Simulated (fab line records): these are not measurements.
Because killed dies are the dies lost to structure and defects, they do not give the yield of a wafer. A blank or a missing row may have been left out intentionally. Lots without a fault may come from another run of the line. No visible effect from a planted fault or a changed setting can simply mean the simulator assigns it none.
fab line records	flow sky130
[record] lots = 6	wafers = 18	last-day = 50
route steps=708 shown LI_CONTACT@368 LOCAL_INTERCONNECT@387 PAD_OPEN@708
lots with no fault: from the same line, run without faults
start-h: start of the lot's first displayed wafer, in hours after the record's first day	wait-h: how many hours have passed since the lot's step before this one	" repeats the value in the row above	L1.1+2: a row that stands for several wafers	- value missing, or start not given	* or withheld: withheld	< > ~ a bound
route shown NAME@n: a module of which the file shows steps, and the number in the route of the first	usual: mean/standard deviation of fault-free wafers	same: alike in all rows	chamber/n: place in a boat	sites: per-site readings	_std_site: how widely they spread, as a standard deviation	_edge_site: outer sites' mean less inner sites'	radius-mm: for every site, how far away it sits from the centre of the wafer	mask NAME#n: copy n	behind: the tool/chamber that last shaped the wafer	hold: why the lot was held/for how many hours/how that ended	device: transistor that didn't switch, given as n, p or np	end of line: tests of these same wafers at the route's end	where a step has no rows: the recipe by itself	killed: the dies lost at the first sort to structure and to defects; this is not the yield of the wafer	map: shows each die of a wafer: x if killed, . if not, _ if none is there
set.NAME: the setting as run; set.NAME@STEP: as run at that earlier step	model.NAME: the simulator's own value behind a step, which no gauge read
lots at selected steps of the route; one table per step, one row per wafer
services: from which hour (start-h, from the record's first day; less than 0 if before it) a tool's chamber was out of use, for how many hours, and why
[[steps]]
[step SKY_LI_CONTACT_COAT_06]
[recipe] resist = BARC	temp-c = withheld	time-s = withheld	spin-rpm = 3000	resist-thk-nm = 60
[step SKY_LI_CONTACT_COAT_07]
[recipe] resist = KrF-thick	spin-rpm = 3000	resist-thk-nm = 450
[step SKY_LI_CONTACT_SOFTBAKE_08]
[recipe] temp-c = 100	time-s = 90	resist = KrF-thick
[step SKY_LI_CONTACT_EXPOSE_09]
[recipe] mask-id = LICM1	na = 0.8	source-shape = annular	sigma-inner = 0.55	sigma-outer = 0.85	target-cd-nm = 170	dose-mj = 38
[step SKY_LI_CONTACT_PEB_10]
[recipe] peb-temp-c = withheld	peb-time-s = withheld	resist = KrF-thick
[step SKY_LI_CONTACT_DEVELOP_11]
[recipe] develop-time-s = 60	resist = KrF-thick	dev-temp-c = 21
[step SKY_LI_CONTACT_CD_MEAS_12]
[recipe] target-cd-nm = 170
[usual] cd-nm = 170.4/1.8
lot.wafer	tool	chamber	start-h	wait-h	cd-nm
L808.2	cd-sem-02	-	694.95	-	170.7
L808.4	"	-	"	"	170.0
L808.5	"	-	"	"	167.9
L809.3	cd-sem-02	-	721.70	-	170.7
L809.4	"	-	"	"	169.8
L809.5	"	-	"	"	170.2
L810.1	cd-sem-01	-	722.37	-	168.2
L810.2	"	-	"	"	169.2
L810.6	"	-	"	"	169.0
L820.2	cd-sem-02	-	786.30	-	171.8
L820.4	"	-	"	"	170.8
L820.5	"	-	"	"	170.2
L825.1	cd-sem-02	-	817.92	-	170.6
L825.4	"	-	"	"	172.6
L825.5	"	-	"	"	172.5
L828.2	cd-sem-01	-	851.15	-	167.0
L828.4	"	-	"	"	167.6
L828.5	"	-	"	"	168.4
[step SKY_LI_CONTACT_OVL_MEAS_13]
[usual] LI_CONTACT_OVL = -1/4.4
lot.wafer	tool	chamber	start-h	wait-h	LI_CONTACT_OVL[nm]
L808.2	overlay-01	-	695.06	0.1	2
L808.4	"	-	"	"	2
L808.5	"	-	"	"	6
L809.3	overlay-02	-	721.79	0.1	4
L809.4	"	-	"	"	-2
L809.5	"	-	"	"	9
L810.1	overlay-02	-	722.49	0.1	2
L810.2	"	-	"	"	2
L810.6	"	-	"	"	0
L820.2	overlay-01	-	786.41	0.1	-3
L820.4	"	-	"	"	-8
L820.5	"	-	"	"	-2
L825.1	overlay-01	-	818.04	0.1	-5
L825.4	"	-	"	"	-1
L825.5	"	-	"	"	4
L828.2	overlay-02	-	851.26	0.1	-3
L828.4	"	-	"	"	-4
L828.5	"	-	"	"	-4
[step SKY_LI_CONTACT_ETCH_14]
[recipe] chemistry = N2/H2	target = BARC	ion-energy-ev = 200	source-w = 500	bias-w = 100	pressure-mtorr = 30	n2-flow-sccm = 100	h2-flow-sccm = 200	stop-on = SiO2	time-s = 45.9	target-depth-a = 600
[step SKY_LI_CONTACT_ETCH_15]
[recipe] target = PSG	chemistry = C4F8/O2/Ar	stop-on = Si	taper-deg = 4.15	mask-material = KrF-thick	source-w = 1500	bias-w = 1200	pressure-mtorr = 40	c4f8-flow-sccm = withheld	O2_flow_sccm = 6	Ar_flow_sccm = 300	time-s = withheld	target-depth-a = 6000
[usual] bias-w = 1200/3.8	oes-product-au = 0.838/0.0045
lot.wafer	tool	chamber	start-h	wait-h	bias-w	oes-product-au
L808.2	rie-diel-01	2	695.13	0.0	1199	0.844
L808.4	"	0	"	"	1199	0.834
L808.5	"	0	"	"	1201	0.837
L809.3	rie-diel-01	0	721.86	0.0	1203	0.833
L809.4	"	2	"	"	1195	0.828
L809.5	"	0	"	"	1200	0.836
L810.1	rie-diel-03	1	722.57	0.0	1205	0.837
L810.2	"	2	"	"	1206	0.843
L810.6	"	1	"	"	1202	0.836
L820.2	rie-diel-01	2	786.48	0.0	1197	0.833
L820.4	"	1	"	"	1198	0.831
L820.5	"	2	"	"	1196	0.842
L825.1	rie-diel-02	1	818.12	0.0	1203	0.841
L825.4	"	3	"	"	1205	0.829
L825.5	"	1	"	"	1200	0.831
L828.2	rie-diel-03	0	851.33	0.0	1200	0.833
L828.4	"	2	"	"	1197	0.825
L828.5	"	3	"	"	1198	0.835
[step SKY_LI_CONTACT_STRIP_16]
[recipe] chemistry = O2/N2	power-w = 1400	pressure-mtorr = 1500	platen-temp-c = withheld	o2-flow-sccm = 3000	n2-flow-sccm = 300	overash-fraction = 0.5
[usual] drypump-motor-current-A = 5.4/0.56	oes-product-au = 0.376/0.0047	strip-time-to-endpoint-s = 3.490/0.025
lot.wafer	tool	chamber	start-h	wait-h	drypump-motor-current-A	oes-product-au	rf-hours-counter-h	strip-time-to-endpoint-s
L808.2	plasma-asher-04	0	695.22	-	5.9	0.385	58	3.490
L808.4	"	0	"	"	5.9	0.374	-	3.485
L808.5	"	1	"	"	4.7	0.371	-	3.490
L809.3	plasma-asher-04	0	721.97	-	5.9	0.378	-	3.488
L809.4	"	1	"	"	4.7	0.376	-	3.483
L809.5	"	1	"	"	4.7	0.369	-	3.471
L810.1	plasma-asher-02	1	722.65	-	5.6	0.376	30	3.495
L810.2	"	0	"	"	6.3	0.378	30	3.486
L810.6	"	1	"	"	5.6	0.376	-	3.460
L820.2	plasma-asher-02	1	786.57	-	5.6	0.376	37	3.481
L820.4	"	1	"	"	5.6	0.366	-	3.488
L820.5	"	0	"	"	6.3	0.376	-	3.523
L825.1	plasma-asher-02	1	818.21	-	5.6	0.380	40	3.501
L825.4	"	1	"	"	5.6	0.372	-	3.471
L825.5	"	1	"	"	5.6	0.374	-	3.494
L828.2	plasma-asher-04	1	851.42	-	4.7	0.377	73	3.480
L828.4	"	1	"	"	4.7	0.370	-	3.519
L828.5	"	0	"	"	5.9	0.378	-	3.498
[step SKY_LI_CONTACT_CLEAN_17]
[recipe] chemistry = NMP	time-s = 600	temp-c = 60	dry = n2-spin
[step SKY_LI_CONTACT_PRE_CLEAN_18]
[recipe] gas = Ar	time-s = 5.6	bias-v = 358
[usual] bias-v = 358/3.4	time-s = 5.6/0
lot.wafer	tool	chamber	start-h	wait-h	bias-v	time-s	model.PSG_of_LI_CONTACT_HDPCVD_00.thk-nm
L808.2	pvd-sputter-02	-	695.49	0.0	353	5.6	592.2
L808.4	"	-	"	"	362	5.6	592.5
L808.5	"	-	"	"	353	5.6	592.9
L809.3	pvd-sputter-03	-	722.23	0.0	-	-	597.4
L809.4	"	-	"	"	-	-	596.4
L809.5	"	-	"	"	-	-	597.5
L810.1	pvd-sputter-02	-	722.94	0.0	-	-	598.9
L810.2	"	-	"	"	-	-	599.3
L810.6	"	-	"	"	-	-	599
L820.2	pvd-sputter-03	-	786.84	0.0	361	5.6	593.6
L820.4	"	-	"	"	360	5.6	591.9
L820.5	"	-	"	"	360	5.6	593.7
L825.1	pvd-sputter-03	-	818.48	0.0	363	5.6	593.4
L825.4	"	-	"	"	351	5.6	592.1
L825.5	"	-	"	"	362	5.6	592.3
L828.2	pvd-sputter-04	-	851.69	0.0	354	5.6	593.1
L828.4	"	-	"	"	360	5.6	591.2
L828.5	"	-	"	"	357	5.6	591.5
[step SKY_LI_CONTACT_SPUTTER_19]
[recipe] material = Ti	target-thk-nm = 20	chamber-pressure-pa = 5	power-w = 2500	substrate-temp-c = 200	time-s = 106.37
[usual] throttle-valve-pct = 30.1/0.99
[same] time-s = 106.37
lot.wafer	tool	chamber	start-h	wait-h	throttle-valve-pct
L808.2	pvd-sputter-02	-	695.51	0.0	31.3
L808.4	"	-	"	"	31.7
L808.5	"	-	"	"	31.3
L809.3	pvd-sputter-03	-	722.25	0.0	30.5
L809.4	"	-	"	"	29.8
L809.5	"	-	"	"	29.8
L810.1	pvd-sputter-02	-	722.96	0.0	32.1
L810.2	"	-	"	"	31.5
L810.6	"	-	"	"	31.9
L820.2	pvd-sputter-03	-	786.86	0.0	29.8
L820.4	"	-	"	"	30.3
L820.5	"	-	"	"	29.9
L825.1	pvd-sputter-03	-	818.50	0.0	30.4
L825.4	"	-	"	"	30.1
L825.5	"	-	"	"	29.5
L828.2	pvd-sputter-04	-	851.71	0.0	29.8
L828.4	"	-	"	"	27.7
L828.5	"	-	"	"	29.6
[step SKY_LI_CONTACT_SPUTTER_20]
[recipe] material = TiN	target-thk-nm = 20	chamber-pressure-pa = 5	power-w = 4000	time-s = 80
[usual] throttle-valve-pct = 30.2/0.98
[same] time-s = 80
lot.wafer	tool	chamber	start-h	wait-h	throttle-valve-pct
L808.2	pvd-sputter-02	-	695.59	0.0	31.2
L808.4	"	-	"	"	31.7
L808.5	"	-	"	"	31.3
L809.3	pvd-sputter-03	-	722.33	0.0	30.5
L809.4	"	-	"	"	29.8
L809.5	"	-	"	"	29.7
L810.1	pvd-sputter-02	-	723.04	0.0	31.8
L810.2	"	-	"	"	31.2
L810.6	"	-	"	"	32.1
L820.2	pvd-sputter-03	-	786.94	0.0	29.8
L820.4	"	-	"	"	30.5
L820.5	"	-	"	"	29.9
L825.1	pvd-sputter-03	-	818.58	0.0	30.2
L825.4	"	-	"	"	30.0
L825.5	"	-	"	"	29.9
L828.2	pvd-sputter-04	-	851.79	0.0	30.3
L828.4	"	-	"	"	28.0
L828.5	"	-	"	"	30.0
[step SKY_LI_CONTACT_CVD_21]
[recipe] material = W	target-thk-nm = 400	time-s = 120.56	temp-c = 400	pressure-torr = 40
[usual] heater-power-w = 839/82
[same] time-s = 120.56
lot.wafer	tool	chamber	start-h	wait-h	heater-power-w
L808.2	cvd-w-01	0	695.65	0.0	759
L808.4	"	1	"	"	769
L808.5	"	0	"	"	740
L809.3	cvd-w-02	1	722.43	0.1	951
L809.4	"	0	"	"	895
L809.5	"	1	"	"	947
L810.1	cvd-w-01	1	723.10	0.0	787
L810.2	"	0	"	"	747
L810.6	"	1	"	"	762
L820.2	cvd-w-01	0	787.00	0.0	774
L820.4	"	1	"	"	780
L820.5	"	0	"	"	754
L825.1	cvd-w-01	0	818.64	0.0	784
L825.4	"	1	"	"	795
L825.5	"	0	"	"	767
L828.2	cvd-w-01	1	851.85	0.0	787
L828.4	"	1	"	"	783
L828.5	"	1	"	"	755
[step SKY_LI_CONTACT_RS_MEAS_22]
[recipe] thk-meas-gauge = four-point-probe	reads = W_of_LI_CONTACT_CVD_21+TiN_of_LI_CONTACT_SPUTTER_20+Ti_of_LI_CONTACT_SPUTTER_19
[usual] LI_CONTACT_W_RS = 0.286/0.0035
lot.wafer	tool	chamber	start-h	wait-h	LI_CONTACT_W_RS[ohm/sq]
L808.2	film-metro-01	-	695.79	0.1	0.279
L808.4	"	-	"	"	0.282
L808.5	"	-	"	"	0.281
L809.3	film-metro-04	-	722.55	0.1	0.292
L809.4	"	-	"	"	0.294
L809.5	"	-	"	"	0.290
L810.1	film-metro-01	-	723.23	0.1	0.291
L810.2	"	-	"	"	0.282
L810.6	"	-	"	"	0.289
L820.2	film-metro-03	-	787.14	0.1	0.287
L820.4	"	-	"	"	0.287
L820.5	"	-	"	"	0.285
L825.1	film-metro-01	-	818.76	0.1	0.283
L825.4	"	-	"	"	0.282
L825.5	"	-	"	"	0.283
L828.2	film-metro-01	-	851.99	0.1	0.285
L828.4	"	-	"	"	0.287
L828.5	"	-	"	"	0.286
[step SKY_LI_CONTACT_THK_MEAS_23]
[recipe] thk-meas-gauge = xrf	reads = W_of_LI_CONTACT_CVD_21
[usual] LI_CONTACT_W_THK = 398/5.7
lot.wafer	tool	chamber	start-h	wait-h	LI_CONTACT_W_THK[nm]
L808.2	film-metro-01	-	695.90	0.1	412
L808.4	"	-	"	"	405
L808.5	"	-	"	"	411
L809.3	film-metro-04	-	722.65	0.1	388
L809.4	"	-	"	"	387
L809.5	"	-	"	"	390
L810.1	film-metro-01	-	723.35	0.1	392
L810.2	"	-	"	"	404
L810.6	"	-	"	"	393
L820.2	film-metro-03	-	787.25	0.1	396
L820.4	"	-	"	"	398
L820.5	"	-	"	"	399
L825.1	film-metro-01	-	818.88	0.1	402
L825.4	"	-	"	"	404
L825.5	"	-	"	"	403
L828.2	film-metro-01	-	852.10	0.1	400
L828.4	"	-	"	"	396
L828.5	"	-	"	"	399
[step SKY_LI_CONTACT_CMP_24]
[recipe] stop-on = PSG	t-overpolish-s = 20	down-force-psi = 3.5	platen-rpm = 60	target-thk-nm = 0	pad-velocity-m-s = 0.94248
[usual] motor-current-A = 11.2/0.93
lot.wafer	tool	chamber	start-h	wait-h	motor-current-A	model.PSG_of_LI_CONTACT_HDPCVD_00.thk-nm
L808.2	cmp-02	0	696.00	0.1	12.7	587.8
L808.4	"	1	"	"	11.0	588.1
L808.5	"	3	"	"	10.3	588.5
L809.4	cmp-02	0	722.96	0.3	13.5	592
L809.3	"	1	"	"	10.5	593
L809.5	"	2	"	"	11.3	593.1
L810.2	cmp-02	3	723.41	0.0	9.7	594.9
L810.1	"	2	"	"	10.6	594.5
L810.6	"	3	"	"	9.5	594.6
L820.2	cmp-02	1	787.35	0.1	11.0	589.2
L820.4	"	3	"	"	10.4	587.5
L820.5	"	1	"	"	11.0	589.3
L825.4	cmp-02	3	819.04	0.1	10.6	587.7
L825.1	"	0	"	"	12.7	589
L825.5	"	1	"	"	11.1	587.9
L828.4	cmp-01	1	852.15	0.0	11.0	586.8
L828.2	"	3	"	"	10.6	588.7
L828.5	"	2	"	"	12.3	587.1
[step SKY_LOCAL_INTERCONNECT_SPUTTER_00]
[recipe] material = TiN	target-thk-nm = 100	temp-c = 300	power-w = 6500	time-s = 83.3	chamber-pressure-pa = 0.4
[step SKY_PAD_OPEN_PROBE_99]
[usual] killed_at_M0_to_M3 = 43/7.1	killed_at_M4_up = 3.1/1.7	killed-at-contacts = 23/5.1	killed-at-front-end = 14/4.4	killed-at-other = 0.3/0.47	killed-dies = 84/9.9	killed-open = 45/6.6	killed-short = 38/6.8
[same] gross-dies = 492	killed-at-back-side = 0
lot.wafer	tool	chamber	start-h	wait-h	killed_at_M0_to_M3	killed_at_M4_up	killed-at-contacts	killed-at-front-end	killed-at-other	killed-dies	killed-open	killed-short	model.etest.nfet_16v.r-on-ohm-um	model.etest.nfet-g5v0d10v5.r-on-ohm-um	model.etest.licon-ndiff.rc-ohm	model.etest.nfet_01v8.r-on-ohm-um	model.etest.sonos-uncharged.r-on-ohm-um	model.etest.licon-pdiff.rc-ohm	model.etest.pfet_01v8.r-on-ohm-um	model.etest.pfet-g5v0d10v5.r-on-ohm-um
L808.2	prober-02	-	1092.00	0.1	32	1	23	14	0	70	43	27	1.402e+04	1875	178.4	809.9	803.8	588.4	2843	4692
L808.4	prober-02	-	1092.10	0.2	49	5	26	17	0	97	53	44	1.415e+04	1887	184.1	843.1	813.8	582.1	2915	4755
L808.5	prober-02	-	1092.15	0.2	38	0	16	18	0	72	44	28	1.411e+04	1892	186.8	838.1	808.2	586.6	2878	4760
L809.3	prober-02	-	1109.87	0.2	39	6	26	20	0	91	44	47	1.644e+04	4131	2048	2606	2507	2190	4307	6183
L809.4	prober-02	-	1109.92	0.2	37	3	23	16	0	79	47	32	1.638e+04	4182	2098	2615	2497	2178	4359	6266
L809.5	prober-02	-	1109.97	0.2	57	3	27	8	0	95	57	38	1.64e+04	4179	2123	2668	2523	2217	4348	6166
L810.1	prober-01	-	1111.13	0.1	36	1	27	21	0	85	36	49	1.668e+04	4182	2084	2630	2476	2154	4416	6158
L810.2	prober-01	-	1111.18	0.1	42	1	25	21	0	89	51	38	1.666e+04	4239	2170	2664	2516	2221	4447	6206
L810.6	prober-01	-	1111.38	0.2	28	3	23	17	0	71	41	30	1.658e+04	4189	2005	2649	2504	2185	4491	6186
L820.2	prober-01	-	1158.90	0.1	50	0	23	19	0	92	53	39	1.42e+04	1889	177.9	828.4	788.9	583.8	2875	4771
L820.4	prober-01	-	1159.00	0.2	45	5	24	6	0	80	41	39	1.426e+04	1910	176.3	839.9	831.2	587.7	2886	4730
L820.5	prober-01	-	1159.05	0.2	45	5	13	14	0	77	43	34	1.433e+04	1902	179.7	838.3	810.9	593.4	2906	4788
L825.1	prober-02	-	1179.59	0.1	43	5	31	9	1	89	50	39	1.436e+04	1869	180.1	844.9	806	599.1	2828	4728
L825.4	prober-02	-	1179.74	0.2	41	4	21	8	0	74	46	28	1.435e+04	1869	175.1	865.6	802.7	551	2878	4746
L825.5	prober-02	-	1179.79	0.2	30	2	21	10	0	63	42	21	1.45e+04	1888	184.6	865.9	798.3	575.5	2850	4699
L828.2	prober-01	-	1198.25	0.1	40	4	18	14	0	76	36	40	1.388e+04	1881	189	832.7	825.6	592.6	2924	4695
L828.4	prober-01	-	1198.35	0.2	48	5	43	16	0	112	60	52	1.385e+04	1867	185.7	837.4	816.8	585.9	2902	4750
L828.5	prober-01	-	1198.40	0.2	47	4	16	8	0	75	41	34	1.401e+04	1885	186.2	848.4	821.6	596.9	2958	4754
// killed by level:class
L808.2 VIA1:geometric-particle:open=9 CONTACT:geometric-particle:open=8 VIA3:geometric-particle:open=6 LI_CONTACT:geometric-particle:open=5 LOCAL_INTERCONNECT:geometric-particle:short=5 VIA2:geometric-particle:short=4 POLY_GATE:geometric-particle:open=3 SPACER:geometric-particle:open=3
L808.4 CONTACT:geometric-particle:open=8 VIA2:geometric-particle:open=8 VIA3:geometric-particle:open=8 CONTACT:geometric-particle:short=7 METAL1:geometric-particle:short=7 VIA1:geometric-particle:open=7 LI_CONTACT:geometric-particle:open=6 POLY_GATE:geometric-particle:short=5
L808.5 VIA1:geometric-particle:open=16 POLY_GATE:geometric-particle:open=7 VIA3:geometric-particle:open=6 METAL2:geometric-particle:short=6 CONTACT:geometric-particle:short=5 LOCAL_INTERCONNECT:geometric-particle:short=4 CONTACT:geometric-particle:open=4 SONOS_ONO:geometric-particle:short=3
L809.3 CONTACT:geometric-particle:open=11 VIA1:geometric-particle:open=8 METAL2:geometric-particle:short=7 VIA1:geometric-particle:short=6 POLY_GATE:geometric-particle:open=6 LOCAL_INTERCONNECT:geometric-particle:short=5 VIA2:geometric-particle:open=5 METAL4:geometric-particle:short=5
L809.4 VIA1:geometric-particle:open=10 CONTACT:geometric-particle:open=8 LI_CONTACT:geometric-particle:open=7 LI_CONTACT:geometric-particle:short=6 VIA2:geometric-particle:open=6 VIA3:geometric-particle:open=5 METAL1:geometric-particle:short=4 FIELD_ISO:geometric-particle:short=3
L809.5 LI_CONTACT:geometric-particle:open=12 VIA1:geometric-particle:open=12 CONTACT:geometric-particle:open=10 VIA2:geometric-particle:open=10 METAL1:geometric-particle:short=9 METAL2:geometric-particle:short=8 VIA3:geometric-particle:open=8 VIA1:geometric-particle:short=4
L810.1 FIELD_ISO:geometric-particle:short=10 FIELD_ISO:geometric-particle:open=8 CONTACT:geometric-particle:open=8 LI_CONTACT:geometric-particle:open=7 METAL2:geometric-particle:short=7 VIA1:geometric-particle:open=6 LI_CONTACT:geometric-particle:short=5 VIA1:geometric-particle:short=4
L810.2 VIA1:geometric-particle:open=12 VIA3:geometric-particle:open=10 CONTACT:geometric-particle:open=9 METAL2:geometric-particle:short=8 LOCAL_INTERCONNECT:geometric-particle:short=7 FIELD_ISO:geometric-particle:short=6 FIELD_ISO:geometric-particle:open=4 VIA2:geometric-particle:open=4
L810.6 LI_CONTACT:geometric-particle:open=9 FIELD_ISO:geometric-particle:open=7 CONTACT:geometric-particle:open=6 VIA1:geometric-particle:open=6 FIELD_ISO:geometric-particle:short=4 VIA1:geometric-particle:short=3 METAL1:geometric-particle:short=3 POLY_GATE:geometric-particle:short=3
L820.2 VIA1:geometric-particle:open=12 VIA1:geometric-particle:short=10 LI_CONTACT:geometric-particle:open=8 CONTACT:geometric-particle:open=8 VIA2:geometric-particle:short=6 VIA2:geometric-particle:open=6 POLY_GATE:geometric-particle:open=5 METAL2:geometric-particle:short=5
L820.4 VIA1:geometric-particle:open=10 VIA1:geometric-particle:short=9 LOCAL_INTERCONNECT:geometric-particle:short=8 VIA3:geometric-particle:open=7 LI_CONTACT:geometric-particle:open=6 METAL2:geometric-particle:short=6 CONTACT:geometric-particle:open=5 VIA2:geometric-particle:short=4
L820.5 VIA1:geometric-particle:open=11 METAL1:geometric-particle:short=10 CONTACT:geometric-particle:open=7 VIA3:geometric-particle:open=7 FIELD_ISO:geometric-particle:short=5 LI_CONTACT:geometric-particle:open=5 VIA2:geometric-particle:open=5 POLY_GATE:geometric-particle:open=4
L825.1 CONTACT:geometric-particle:open=13 VIA1:geometric-particle:open=13 VIA1:geometric-particle:short=11 LI_CONTACT:geometric-particle:open=8 METAL1:geometric-particle:short=5 CONTACT:geometric-particle:short=5 VIA2:geometric-particle:open=4 METAL3:geometric-particle:short=4
L825.4 VIA1:geometric-particle:open=19 CONTACT:geometric-particle:open=9 VIA3:geometric-particle:open=5 LI_CONTACT:geometric-particle:open=5 CONTACT:geometric-particle:short=5 METAL1:geometric-particle:short=4 FIELD_ISO:geometric-particle:short=3 VIA1:geometric-particle:short=3
L825.5 VIA1:geometric-particle:open=10 LI_CONTACT:geometric-particle:open=9 CONTACT:geometric-particle:open=5 VIA3:geometric-particle:open=5 CONTACT:geometric-particle:short=4 VIA2:geometric-particle:open=4 SPACER:geometric-particle:open=3 METAL2:geometric-particle:short=3
L828.2 METAL1:geometric-particle:short=11 VIA1:geometric-particle:open=8 METAL2:geometric-particle:short=7 VIA2:geometric-particle:open=6 FIELD_ISO:geometric-particle:short=4 LI_CONTACT:geometric-particle:open=4 CONTACT:geometric-particle:open=4 METAL4:geometric-particle:short=4
L828.4 CONTACT:geometric-particle:open=17 VIA1:geometric-particle:open=13 LI_CONTACT:geometric-particle:open=10 CONTACT:geometric-particle:short=10 METAL1:geometric-particle:short=8 VIA3:geometric-particle:open=7 FIELD_ISO:geometric-particle:short=5 POLY_GATE:geometric-particle:short=5
L828.5 VIA1:geometric-particle:open=10 VIA3:geometric-particle:open=8 METAL1:geometric-particle:short=6 LI_CONTACT:geometric-particle:open=5 VIA3:geometric-particle:short=5 METAL2:geometric-particle:short=5 CONTACT:geometric-particle:open=4 CONTACT:geometric-particle:short=4
[[services]]
tool	chamber	start-h	hours	kind
cmp-01	-	681.50	5.4	repair
cmp-02	-	693.60	0.3	repair
rie-diel-03	2	693.62	4.0	repair
plasma-asher-04	-	695.32	8.7	pm
rie-diel-02	2	701.84	1.4	repair
rie-diel-03	2	708.98	8.7	repair
rie-diel-02	1	714.80	10.3	repair
cmp-01	-	722.15	4.7	pm
cmp-02	-	740.65	0.8	repair
cmp-01	-	744.00	4.0	pm
cmp-02	-	757.69	0.4	repair
cmp-01	-	763.25	1.4	repair
rie-diel-02	1	763.69	6.1	repair
cmp-02	-	767.04	6.2	pm
cvd-w-02	1	792.28	5.0	repair
rie-diel-02	-	797.48	0.2	repair
pvd-sputter-03	-	798.98	1.0	repair
rie-diel-03	1	804.36	6.8	repair
plasma-asher-02	-	827.12	2.6	repair
cvd-w-02	0	834.12	5.1	repair
pvd-sputter-02	-	834.49	2.3	repair
cvd-w-01	-	840.64	6.0	pm
cmp-02	-	845.88	1.7	repair
cmp-02	-	848.20	1.6	repair
[[key]]
[first-sign] step = SKY_LI_CONTACT_PRE_CLEAN_18	reading = tool-record	direction = missing
effect none on later readings
[model-effect] step = SKY_LI_CONTACT_PRE_CLEAN_18	value = PSG_of_LI_CONTACT_HDPCVD_00.thk-nm	without = 593	struck = 598.1
[model-effect] step = SKY_LI_CONTACT_CMP_24	value = PSG_of_LI_CONTACT_HDPCVD_00.thk-nm	without = 588.6	struck = 593.7
[model-effect] step = SKY_PAD_OPEN_PROBE_99	value = etest.nfet_16v.r-on-ohm-um	without = 1.413e+04	struck = 1.652e+04
met-at SKY_LI_CONTACT_PRE_CLEAN_18
struck-wafers L809.3,L809.4,L809.5,L810.1,L810.2,L810.6
tester-left-out L809,L810
onset-between 695.49 722.23
[fault] kind = skipped-step-whole	tool = pvd-sputter-02,pvd-sputter-03	chamber = -	onset-h = 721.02	steps = SKY_LI_CONTACT_PRE_CLEAN_18	scope = struck-lots-only
// tester-left-out: of these lots the tester's yield and bins aren't shown, on N5 and GAA mostly nor the transistor test; their killed dies are dies lost to structure and defects alone, not to doping, threshold or leakage, so they don't give the yield
